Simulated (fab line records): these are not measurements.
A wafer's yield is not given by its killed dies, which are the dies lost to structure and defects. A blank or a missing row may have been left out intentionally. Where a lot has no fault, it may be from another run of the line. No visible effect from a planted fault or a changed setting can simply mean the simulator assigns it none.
Chamber matching | flow gf180mcu | GF_V3_CVD_02 on pecvd-04: 3 sister chambers
The step deposits SiO2 from TEOS, target thk 850 nm, time 94.851 s. 3 wafers are shown with their chamber, then 10 later ones without.

WAFERS PAIRED WITH THEIR CHAMBERS
wafer  | chamber | heater power w (W)
L090.4 | 2       | 445
L091.1 | 0       | 696
L091.4 | 1       | 669

WAFERS MISSING THEIR CHAMBER
wafer  | heater power w (W)
L091.5 | 747
L093.2 | 710
L093.3 | 491
L093.6 | 772
L094.4 | 830
L094.5 | 641
L094.6 | 568
L096.1 | 746
L096.3 | 483
L096.4 | 732

WHICH CHAMBER EACH WENT THROUGH
wafer  | from the rows above          | in truth
L091.5 | can't be placed: 0 or 1      | 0
L093.2 | can't be placed: 0 or 1      | 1
L093.3 | can't be placed: 2 or 1      | 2
L093.6 | can't be placed: 0 or 1      | 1
L094.4 | can't be placed: 0 or 1      | 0
L094.5 | can't be placed: 1 or 0      | 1
L094.6 | can't be placed: 1 or 2 or 0 | 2
L096.1 | can't be placed: 0 or 1      | 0
L096.3 | 2                            | 2
L096.4 | can't be placed: 0 or 1      | 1
1 of 10 placed correctly. Can't be placed from these rows: 9 (the true chamber is among the candidates in 9). Number placed wrongly: 0.
How it was worked out, from the rows above alone: a wafer's distance from a chamber is the root of the sum, over the readings, of the square of ((its reading less the chamber's mean) divided by the reading's scatter). If the next closest chamber is less than 2 further off than the closest, the wafer can't be placed; otherwise it belongs to the closest. A chamber's mean is the mean of its shown wafers. The scatter: root of mean squared gap, hidden wafer to nearest shown wafer, with one shown wafer a chamber.
